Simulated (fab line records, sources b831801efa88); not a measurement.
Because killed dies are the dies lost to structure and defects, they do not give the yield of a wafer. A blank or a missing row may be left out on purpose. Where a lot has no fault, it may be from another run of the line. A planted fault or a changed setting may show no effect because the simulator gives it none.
fab line records	flow gf180mcu
record: lots: 13	wafers: 39	lastDay: 34
route steps=602 shown MVPSD@84 POLY_GATE@171 HV_LDD@213 NSD@242
lots that met no fault: from a run of the same line without faults
startH: the number of hours between the record's first day and the start of the first shown wafer of the lot	waitH: time in hours since the lot's previous step	" identical to the entry in the row above	L1.1+2: one row covering several wafers at once	- no value, or no start was given	* or withheld: withheld	< > ~ a bound
route shown NAME@n: a module of which the file shows steps, and the number in the route of the first	usual: the fault-free wafers' mean and standard deviation	same: alike in all rows	chamber/n: place in a boat	sites: the reading at each site	_std_site: how widely they spread, as a standard deviation	_edge_site: outer sites' mean less inner sites'	radiusMm: how far each site lies from the wafer's centre	mask NAME#n: copy n	behind: the last tool/chamber to shape the wafer	hold: reason for holding the lot/hours on hold/outcome of the hold	device: the n, p or np transistor that did not switch	end of line: the tests these same wafers got at the end of their route	step lacking rows: just its recipe	killed: at the first sort, the dies lost to defects and structure; wafer yield is something else	map: a wafer's dies, marking killed ones x, the rest . and places with no die _
set.NAME: setting as actually run; set.NAME@STEP: the setting as run at that earlier step	model.NAME: the simulator's own value behind a step, which no gauge read
steps of the route over a sample of lots; a table a step, a row a wafer
services: when a tool's chamber went out of use (startH, in hours from the record's first day, below 0 if earlier), for how many hours, and the reason
== steps ==
step: GF_MVPSD_DEVELOP_06
recipe: wallAngleDeg: 90	developTimeS: 60	devTempC: 23
lot.wafer	tool	chamber	startH	waitH
L266.1+3+4	lithoTrack-04	0	93	-
L267.4+5+6	lithoTrack-02	0	100	-
L268.1+3+6	lithoTrack-04	0	107	-
L269.1+2+4	lithoTrack-02	0	113	-
L270.1+3+4	lithoTrack-02	0	117	-
L272.1+2+5	lithoTrack-04	0	131	-
L278.1+2+4	lithoTrack-04	0	169	-
L279.1+4+5	lithoTrack-04	0	173	-
L282.1+5+6	lithoTrack-03	0	191	-
L283.1+3+5	lithoTrack-03	0	198	-
L284.3+4+5	lithoTrack-02	0	206	-
L287.1+2+6	lithoTrack-03	0	224	-
L288.2+3+4	lithoTrack-03	0	226	-
step: GF_MVPSD_OVL_MEAS_07
usual: MVPSD_OVL: 0.0/1.6
lot.wafer	tool	chamber	startH	waitH	MVPSD_OVL[nm]
L266.1	overlay-02	-	93.46	-	0.0
L266.3	"	-	"	"	1.0
L266.4	"	-	"	"	-0.3
L267.4	overlay-02	-	100.98	-	-1.1
L267.5	"	-	"	"	-0.5
L267.6	"	-	"	"	-1.3
L268.1	overlay-02	-	108.11	-	-0.2
L268.3	"	-	"	"	-0.7
L268.6	"	-	"	"	-0.3
L269.1	overlay-01	-	113.72	-	-0.2
L269.2	"	-	"	"	-1.0
L269.4	"	-	"	"	-1.2
L270.1	overlay-02	-	117.77	-	-0.6
L270.3	"	-	"	"	-1.2
L270.4	"	-	"	"	0.3
L272.1	overlay-02	-	131.91	-	0.6
L272.2	"	-	"	"	2.1
L272.5	"	-	"	"	-0.3
L278.1	overlay-01	-	169.16	-	-
L278.2	"	-	"	"	-
L278.4	"	-	"	"	-
L279.1	overlay-02	-	174.11	-	-
L279.4	"	-	"	"	-
L279.5	"	-	"	"	-
L282.1	overlay-01	-	191.56	-	-3.2
L282.5	"	-	"	"	-1.9
L282.6	"	-	"	"	-2.5
L283.1	overlay-02	-	198.46	-	-2.2
L283.3	"	-	"	"	0.7
L283.5	"	-	"	"	0.6
L284.3	overlay-01	-	206.33	-	1.1
L284.4	"	-	"	"	-0.1
L284.5	"	-	"	"	-0.1
L287.1	overlay-02	-	224.26	-	2.2
L287.2	"	-	"	"	1.1
L287.6	"	-	"	"	2.4
L288.2	overlay-01	-	226.47	-	-2.9
L288.3	"	-	"	"	-4.2
L288.4	"	-	"	"	-2.0
step: GF_POLY_GATE_STRIP_14
recipe: chemistry: O2/N2	powerW: 1400	pressureMtorr: 1500	platenTempC: 250	o2FlowSccm: 3000	n2FlowSccm: 300	overashFraction: 0.5
usual: drypumpMotorCurrentA: 5.7/0.46	heaterPowerW: 328/17	oesProductAu: 0.505/0.0048
lot.wafer	tool	chamber	startH	waitH	drypumpMotorCurrentA	heaterPowerW	oesProductAu	rfHoursCounterH
L266.1	plasmaAsher-01	0	193.99	0.0	6.1	368	0.513	9
L266.3	"	0	"	"	6.2	363	0.509	-
L266.4	"	1	"	"	5.5	340	0.512	-
L267.4	plasmaAsher-01	1	200.81	0.1	5.5	325	0.498	-
L267.5	"	0	"	"	6.2	370	0.504	-
L267.6	"	1	"	"	5.5	335	0.502	-
L268.1	plasmaAsher-01	0	210.74	0.0	6.2	354	0.505	10
L268.3	"	0	"	"	6.2	364	0.514	-
L268.6	"	1	"	"	5.5	333	0.506	-
L269.1	plasmaAsher-03	0	216.83	0.0	5.5	325	0.512	55
L269.2	"	1	"	"	4.9	324	0.512	55
L269.4	"	1	"	"	4.9	315	0.505	-
L270.1	plasmaAsher-01	0	222.73	0.0	6.1	362	0.502	12
L270.3	"	1	"	"	5.5	335	0.506	-
L270.4	"	0	"	"	6.2	367	0.499	-
L272.1	plasmaAsher-04	1	241.59	0.0	6.1	323	0.503	43
L272.2	"	0	"	"	6.1	305	0.510	43
L272.5	"	1	"	"	6.1	330	0.508	-
L278.1	plasmaAsher-04	0	281.79	0.0	6.1	317	0.507	47
L278.2	"	1	"	"	6.1	325	0.503	47
L278.4	"	1	"	"	6.1	328	0.509	-
L279.1	plasmaAsher-04	1	290.07	0.0	6.1	330	0.508	48
L279.4	"	0	"	"	6.1	314	0.509	-
L279.5	"	1	"	"	6.1	325	0.501	-
L282.1	plasmaAsher-01	1	312.64	0.0	5.5	341	0.501	22
L282.5	"	0	"	"	6.2	376	0.505	-
L282.6	"	1	"	"	5.5	334	0.505	-
L283.1	plasmaAsher-03	1	320.62	0.0	4.9	320	0.501	65
L283.3	"	1	"	"	4.9	319	0.502	-
L283.5	"	0	"	"	5.4	319	0.503	-
L284.3	plasmaAsher-04	0	329.70	0.1	6.1	312	0.497	-
L284.4	"	1	"	"	6.1	330	0.507	-
L284.5	"	0	"	"	6.1	314	0.495	-
L287.1	plasmaAsher-03	0	350.32	0.0	5.4	320	0.497	69
L287.2	"	1	"	"	4.9	313	0.506	69
L287.6	"	1	"	"	4.9	319	0.505	-
L288.2	plasmaAsher-03	0	360.29	0.0	5.5	324	0.506	70
L288.3	"	1	"	"	4.9	324	0.499	-
L288.4	"	0	"	"	5.5	325	0.497	-
step: GF_HV_LDD_STRIP_37
recipe: chemistry: O2/N2	powerW: 1400	pressureMtorr: 1500	platenTempC: 250	o2FlowSccm: 3000	n2FlowSccm: 300	overashFraction: 0.5
usual: drypumpMotorCurrentA: 5.7/0.49	heaterPowerW: 346/22	oesProductAu: 0.716/0.0048	stripTimeToEndpointS: 12.64/0.033
lot.wafer	tool	chamber	startH	waitH	drypumpMotorCurrentA	heaterPowerW	oesProductAu	rfHoursCounterH	stripTimeToEndpointS
L266.1	plasmaAsher-01	1	249.97	0.1	5.6	340	0.708	15	12.64
L266.3	"	0	"	"	6.1	365	0.715	-	12.64
L266.4	"	1	"	"	5.5	337	0.712	-	12.59
L267.4	plasmaAsher-01	0	257.60	0.1	6.1	361	0.718	-	12.73
L267.5	"	1	"	"	5.5	337	0.708	-	12.71
L267.6	"	0	"	"	6.1	369	0.719	-	12.69
L268.1	plasmaAsher-01	1	268.17	0.1	5.5	333	0.719	17	12.65
L268.3	"	1	"	"	5.5	333	0.707	-	12.66
L268.6	"	1	"	"	5.5	326	0.709	-	12.65
L269.1	plasmaAsher-03	0	275.72	0.1	5.5	319	0.714	60	12.65
L269.2	"	1	"	"	4.9	324	0.713	60	12.64
L269.4	"	1	"	"	4.9	318	0.708	-	12.63
L270.1	plasmaAsher-03	0	282.22	0.1	5.5	318	0.726	61	12.67
L270.3	"	1	"	"	4.9	318	0.721	-	12.67
L270.4	"	0	"	"	5.4	338	0.718	-	12.65
L272.1	plasmaAsher-03	0	301.82	0.1	5.4	329	0.716	63	12.62
L272.2	"	1	"	"	4.9	319	0.710	63	12.64
L272.5	"	0	"	"	5.4	327	0.715	-	12.64
L278.1	plasmaAsher-01	0	344.86	0.1	6.1	359	0.710	25	12.64
L278.2	"	1	"	"	5.5	336	0.720	25	12.66
L278.4	"	0	"	"	6.2	373	0.714	-	12.69
L279.1	plasmaAsher-01	1	355.36	0.1	5.5	334	0.718	26	12.65
L279.4	"	1	"	"	5.5	340	0.717	-	12.67
L279.5	"	0	"	"	6.1	358	0.714	-	12.64
L282.1	plasmaAsher-03	1	378.52	0.1	4.9	325	0.715	72	12.67
L282.5	"	0	"	"	5.4	318	0.717	-	12.66
L282.6	"	1	"	"	4.9	320	0.725	-	12.66
L283.1	plasmaAsher-03	0	391.51	0.1	5.4	326	0.725	73	12.60
L283.3	"	1	"	"	4.9	319	0.711	-	12.58
L283.5	"	1	"	"	4.9	332	0.718	-	12.64
L284.3	plasmaAsher-01	1	404.45	0.1	5.5	326	0.721	-	12.62
L284.4	"	0	"	"	6.2	354	0.719	-	12.60
L284.5	"	0	"	"	6.1	365	0.722	-	12.60
L287.1	plasmaAsher-03	0	421.91	0.1	5.4	330	0.712	76	12.63
L287.2	"	1	"	"	4.9	311	0.714	76	12.66
L287.6	"	0	"	"	5.4	327	0.718	-	12.62
L288.2	plasmaAsher-02	1	435.47	0.1	6.0	358	0.719	1	12.60
L288.3	"	0	"	"	6.5	379	0.714	-	12.58
L288.4	"	1	"	"	6.0	357	0.716	-	12.59
step: GF_NSD_CD_MEAS_07
recipe: targetCdNm: 400
usual: cdNm: 399.8/2
lot.wafer	tool	chamber	startH	waitH	cdNm
L266.1	cdSem-01	-	292.06	0.1	396.2
L266.3	"	-	"	"	397.8
L266.4	"	-	"	"	399.2
L267.4	cdSem-01	-	300.52	0.1	399.4
L267.5	"	-	"	"	399.3
L267.6	"	-	"	"	400.6
L268.1	cdSem-01	-	310.71	0.1	399.8
L268.3	"	-	"	"	402.3
L268.6	"	-	"	"	400.6
L269.1	cdSem-02	-	319.38	0.1	398.9
L269.2	"	-	"	"	401.0
L269.4	"	-	"	"	396.0
L270.1	cdSem-01	-	325.03	0.1	399.9
L270.3	"	-	"	"	397.5
L270.4	"	-	"	"	400.2
L272.1	cdSem-02	-	347.08	0.1	398.0
L272.2	"	-	"	"	399.8
L272.5	"	-	"	"	397.8
L278.1	cdSem-01	-	393.71	0.1	403.2
L278.2	"	-	"	"	402.0
L278.4	"	-	"	"	403.2
L279.1	cdSem-02	-	404.06	0.1	397.8
L279.4	"	-	"	"	398.0
L279.5	"	-	"	"	398.0
L282.1	cdSem-02	-	428.16	0.1	399.8
L282.5	"	-	"	"	398.7
L282.6	"	-	"	"	396.6
L283.1	cdSem-01	-	442.01	0.1	398.9
L283.3	"	-	"	"	399.7
L283.5	"	-	"	"	398.4
L284.3	cdSem-01	-	458.60	0.1	401.8
L284.4	"	-	"	"	402.9
L284.5	"	-	"	"	401.0
L287.1	cdSem-01	-	473.71	0.1	400.3
L287.2	"	-	"	"	399.7
L287.6	"	-	"	"	401.2
L288.2	cdSem-02	-	487.08	0.1	400.0
L288.3	"	-	"	"	401.8
L288.4	"	-	"	"	399.3
== services ==
tool	chamber	startH	hours	kind
plasmaAsher-02	-	91.08	2.1	repair
plasmaAsher-01	-	108.75	9.0	pm
plasmaAsher-01	0	108.75	9.0	ventCycle
plasmaAsher-01	1	108.75	9.0	ventCycle
plasmaAsher-01	0	117.75	-	clean
plasmaAsher-01	1	117.75	-	clean
plasmaAsher-04	-	181.24	15.6	pm
plasmaAsher-03	-	225.55	1.6	repair
plasmaAsher-02	-	227.07	1.0	repair
plasmaAsher-02	-	248.96	9.1	pm
plasmaAsher-03	-	257.52	2.8	pm
plasmaAsher-04	-	270.83	0.4	repair
plasmaAsher-02	-	284.85	3.8	repair
plasmaAsher-04	-	285.33	1.6	repair
lithoTrack-03	-	294.44	-	consumableReplace:filter
plasmaAsher-04	-	311.53	1.3	repair
plasmaAsher-01	-	335.22	5.9	repair
plasmaAsher-04	-	366.49	3.5	repair
plasmaAsher-02	-	421.25	9.0	pm
plasmaAsher-02	0	421.25	9.0	ventCycle
plasmaAsher-02	1	421.25	9.0	ventCycle
plasmaAsher-02	0	430.25	-	clean
plasmaAsher-02	1	430.25	-	clean
== key ==
firstSign: step: GF_MVPSD_OVL_MEAS_07	reading: MVPSD_OVL	direction: missing
effect none on later readings
metAt GF_MVPSD_DEVELOP_06
struckLots L278,L279
sortLeftOut L278.1,L278.2,L278.4,L279.1,L279.4,L279.5
testerLeftOut L278,L279
notActingAt GF_POLY_GATE_STRIP_14,GF_HV_LDD_STRIP_37,GF_NSD_CD_MEAS_07
onsetBetween 131 169
fault: kind: processParameterDrift	tool: lithoTrack-04	chamber: -	onsetH: 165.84	steps: GF_MVPSD_DEVELOP_06	channel: developTimeS	offset: *	shape: step	endH: 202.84	actsIn: *	stated: *
testerLeftOut: of these lots the tester's yield and bins aren't shown, on N5 and GAA mostly nor the transistor test; their killed dies are dies lost to structure and defects alone, not to doping, threshold or leakage, so they don't give the yield
sortLeftOut: the simulated sort isn't trusted on such a fault, so these wafers' sort isn't shown, and their yield isn't known
